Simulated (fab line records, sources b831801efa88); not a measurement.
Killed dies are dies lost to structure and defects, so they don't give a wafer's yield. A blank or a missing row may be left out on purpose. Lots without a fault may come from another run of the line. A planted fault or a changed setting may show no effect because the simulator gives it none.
Tool commonality check | flow gf180mcu | 14 lots, 42 wafers sampled

WHY IT WAS OPENED
At GF_V4_THK_MEAS_01 the reading V4_CVD_00_THK is flagged on 3 of 14 lots. Wafers without a fault read 600 nm, standard deviation 6.6.
Rule: a lot is flagged when every wafer of it that has a number lies more than 4 standard deviations from that mean, or none has a number. The other lots count as sound.

lot  | measured     | on            | V4_CVD_00_THK (nm), wafer by wafer | flag
L715 | day 23 15:37 | film_metro-01 | 597 612 601                        |
L716 | day 24 02:32 | film_metro-04 | 586 594 589                        |
L717 | day 24 06:44 | film_metro-02 | 591 597 600                        |
L719 | day 24 18:06 | film_metro-01 | 608 597 601                        |
L722 | day 26 08:46 | film_metro-02 | 597 603 604                        |
L723 | day 26 09:23 | film_metro-02 | 587 594 597                        |
L724 | day 26 21:13 | film_metro-02 | 593 589 591                        |
L726 | day 27 12:49 | film_metro-02 | 609 606 603                        |
L731 | day 29 02:21 | film_metro-02 | 607 610 611                        |
L733 | day 29 06:30 | film_metro-04 | 308 308 294                        | FLAGGED
L732 | day 29 08:45 | film_metro-04 | 298 291 298                        | FLAGGED
L734 | day 29 13:31 | film_metro-02 | 309 309 310                        | FLAGGED
L736 | day 30 00:34 | film_metro-01 | 598 603 599                        |
L738 | day 30 08:40 | film_metro-04 | 597 595 593                        |
The numbers of the flagged lots are 303 nm on average: -297 nm against the usual, or -45 standard deviations.

WHICH TOOL RAN EACH LOT
The record holds 1 process step before the reading, out of a route of 602 steps. In each cell: the tool, then ch and the chambers that the sampled wafers went through, then the start.
lot  | flag    | GF_V4_CVD_00
L715 |         | hdpcvd-02 ch 0,1, day 23 15:32
L716 |         | hdpcvd-02 ch 0,2, day 24 02:28
L717 |         | hdpcvd-02 ch 0,1,2, day 24 06:38
L719 |         | hdpcvd-02 ch 0,1,2, day 24 18:02
L722 |         | hdpcvd-01 ch 1,2, day 26 08:41
L723 |         | hdpcvd-02 ch 0,2, day 26 09:19
L724 |         | hdpcvd-02 ch 0,2, day 26 21:08
L726 |         | hdpcvd-01 ch 1,2, day 27 12:45
L731 |         | hdpcvd-01 ch 0,2, day 29 02:17
L733 | FLAGGED | hdpcvd-01 ch 0,1,2, day 29 06:25
L732 | FLAGGED | hdpcvd-01 ch 0,1,2, day 29 08:40
L734 | FLAGGED | hdpcvd-01 ch 0,2, day 29 13:27
L736 |         | hdpcvd-02 ch 0,2, day 30 00:26
L738 |         | hdpcvd-02 ch 0,2, day 30 08:35
What these steps do:
- GF_V4_CVD_00: deposits SiO2, target thk 600 nm, time 100 s.
- GF_V4_THK_MEAS_01

FLAGGED OVER TOTAL, TOOL BY TOOL (the gauges that took the reading come last)
step              | tool          | lots run | flagged | share of the flagged lots | sound lots run after its first flagged lot
GF_V4_CVD_00      | hdpcvd-01     | 6        | 3       | all                       | 0
GF_V4_CVD_00      | hdpcvd-02     | 8        | 0       | none                      | -
GF_V4_THK_MEAS_01 | film_metro-01 | 3        | 0       | none                      | -
GF_V4_THK_MEAS_01 | film_metro-02 | 7        | 1       | some                      | 0
GF_V4_THK_MEAS_01 | film_metro-04 | 4        | 2       | some                      | 1 (L738)

WHAT THE TABLE ALLOWS
1 row of the table ran every flagged lot: hdpcvd-01 at GF_V4_CVD_00.
- hdpcvd-01 at GF_V4_CVD_00: 3 of its 6 lots flagged. Its last sound lot is L731 (day 29 02:17), its first flagged lot L733 (day 29 06:25): a fault that began between those two fits. Its own readings lie more than 4 standard deviations out on every wafer of the flagged lots: sih4_flow_sccm.
One tool is left: hdpcvd-01 at GF_V4_CVD_00.

WHAT THE SIMULATOR HAD PUT IN
Process parameter drift: hdpcvd-01, from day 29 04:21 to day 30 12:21, at GF_V4_CVD_00. Setting sih4_flow_sccm, moved by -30, from 60. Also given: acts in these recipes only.
Lots struck among those shown: L733, L732, L734. The rule above found the same.
